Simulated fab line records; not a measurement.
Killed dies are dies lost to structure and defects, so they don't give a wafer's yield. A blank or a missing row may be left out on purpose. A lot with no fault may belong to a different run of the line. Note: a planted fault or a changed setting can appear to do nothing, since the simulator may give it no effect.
Which tool is to blame? ; flow sky130 ; 14 lots with 42 wafers sampled at 4 steps, on a route of 708 steps

## WHAT THE GAUGES SHOWED, per wafer
SKY_GATE_OXIDE_TW_MEAS_14. Usual: GATE_OXIDE_TW typically reads 224.3, with standard deviation 0.96.
lot;measured;on;GATE_OXIDE_TW;flag
L614;day 13 12:36;film_metro-02;223.9 223.7 222.6;
L615;day 13 17:34;film_metro-02;223.9 223.0 223.3;
L617;day 14 14:58;film_metro-01;224.6 224.4 224.2;
L622;day 16 10:37;film_metro-04;223.4 223.0 222.8;
L623;day 17 02:43;film_metro-02;223.9 223.8 225.6;
L628;day 18 18:19;film_metro-01;226.1 223.7 225.3;
L629;day 19 07:40;film_metro-02;223.2 221.9 221.5;
L630;day 19 15:19;film_metro-04;225.1 224.8 225.5;
L632;day 20 18:55;film_metro-01;224.6 226.7 225.4;
L633;day 20 23:01;film_metro-04;223.7 223.9 224.9;
L635;day 21 04:09;film_metro-04;224.9 225.1 224.7;
L634;day 21 08:52;film_metro-04;226.0 224.3 224.3;
L636;day 21 17:07;film_metro-01;224.9 224.3 224.6;
L637;day 22 06:49;film_metro-04;224.8 226.4 225.3;

SKY_LDD_HVN_OVL_MEAS_07. Usual: LDD_HVN_OVL typically reads 0.5 nm, with standard deviation 1.4.
lot;measured;on;LDD_HVN_OVL (nm);flag
L614;day 20 02:39;overlay-01;3.4 1.5 1.4;
L615;day 20 14:33;overlay-02;-0.6 2.3 -1.2;
L617;day 21 03:40;overlay-02;-2.6 -1.4 -1.4;
L628;day 25 11:48;overlay-01;0.4 1.2 -0.6;
L629;day 27 14:49;overlay-01;-0.6 0.9 -0.6;
L630;day 27 16:19;overlay-01;2.1 0.9 1.0;
L632;day 27 16:37;overlay-01;2.1 2.2 0.4;
L633;day 27 16:40;overlay-02;0.3 -1.0 0.1;
L635;day 27 22:40;overlay-01;-2.1 -1.9 0.0;
L634;day 27 22:58;overlay-02;1.9 1.6 2.3;
L636;day 28 01:46;overlay-02;1.1 1.2 1.5;
L637;day 28 16:04;overlay-02;0.8 0.0 -0.4;

SKY_LDD_HVN_TW_MEAS_10. Usual: LDD_HVN_TW typically reads 1445, with standard deviation 11.
lot;measured;on;LDD_HVN_TW;flag
L614;day 20 02:56;film_metro-01;1436 1442 1435;
L615;day 20 14:50;film_metro-03;1454 1458 1446;
L617;day 21 03:57;film_metro-01;1444 1441 1444;
L628;day 25 12:05;film_metro-04;1446 1441 1451;
L629;day 27 15:07;film_metro-01;1423 1427 1428;
L630;day 27 16:37;film_metro-01;1427 1436 1425;
L632;day 27 16:54;film_metro-04;1454 1445 1453;
L633;day 27 16:57;film_metro-03;1450 1451 1452;
L635;day 27 22:57;film_metro-04;1443 1450 1449;
L634;day 27 23:15;film_metro-01;1428 1429 1416;
L636;day 28 02:03;film_metro-01;1425 1434 1423;
L637;day 28 16:21;film_metro-03;1455 1450 1448;

## WHAT TOOL EACH LOT RAN ON (gives the tool, then ch and the chambers of the sampled wafers, and finally the start)
lot;SKY_LDD_N_IMPLANT_13
L614;implanter-01 ch 0, day 17 13:06
L615;implanter-02 ch 0, day 17 20:12
L617;implanter-04 ch 0, day 18 14:55
L622;implanter-02, day 20 12:00
L623;implanter-04, day 21 05:46
L628;implanter-04 ch 0, day 23 00:09
L629;implanter-02 ch 0, day 25 04:04
L630;implanter-04 ch 0, day 25 05:20
L632;implanter-01 ch 0, day 25 05:40
L633;implanter-02 ch 0, day 25 05:57
L635;implanter-04 ch 0, day 25 12:04
L634;implanter-01 ch 0, day 25 12:40
L636;implanter-02 ch 0, day 25 15:43
L637;implanter-04 ch 0, day 26 06:31
- SKY_LDD_N_IMPLANT_13

## WHAT THE TOOLS THEMSELVES READ (means of the sampled wafers that have a number; where no wafer has one, the mark that the record gives instead)
SKY_LDD_N_IMPLANT_13. Usual: beam_energy_keV 49.997, standard deviation 0.017; beam_on_s 9.99 s, standard deviation 0.2; faraday_current_uA 28.2, standard deviation 0.57.
lot;tool;beam_energy_keV;beam_on_s (s);faraday_current_uA;flag
L614;implanter-01;49.986;10.12;27.9;
L615;implanter-02;49.987;10.11;27.9;
L617;implanter-04;49.988;9.90;28.5;
L622;implanter-02;-;-;-;OFF
L623;implanter-04;-;-;-;OFF
L628;implanter-04;49.996;9.82;28.8;
L629;implanter-02;49.984;9.95;28.3;
L630;implanter-04;50.011;10.07;28.1;
L632;implanter-01;50.012;10.05;28.1;
L633;implanter-02;50.004;10.02;28.2;
L635;implanter-04;49.984;10.18;27.7;
L634;implanter-01;49.986;10.00;28.1;
L636;implanter-02;49.986;10.03;28.0;
L637;implanter-04;49.995;9.92;28.5;

## THE ANSWER, worked out from the rows above alone
Rule: a lot is off if the mean of its wafers that have a number lies more than 3 standard deviations from the usual mean. Also off: a lot with no number at a reading for which 4 or more lots have one. All remaining lots with rows at the step are treated as sound. Order of review: gauges by route order, followed by the tools' own readings, for which a lot's mean as printed above is used. The first step at which some lot is off is used, and at that step the reading that is off furthest; a lot without a number counts as furthest.
Off at SKY_LDD_N_IMPLANT_13 (beam_energy_keV): L622, L623. Without a number there: L622, L623.
A tool fits if, at that step or a process step before it, it ran every lot that is off, and no sound lot after the first of them. Not one of the candidates tried fits.

## WHAT WAS PUT IN BY THE SIMULATOR
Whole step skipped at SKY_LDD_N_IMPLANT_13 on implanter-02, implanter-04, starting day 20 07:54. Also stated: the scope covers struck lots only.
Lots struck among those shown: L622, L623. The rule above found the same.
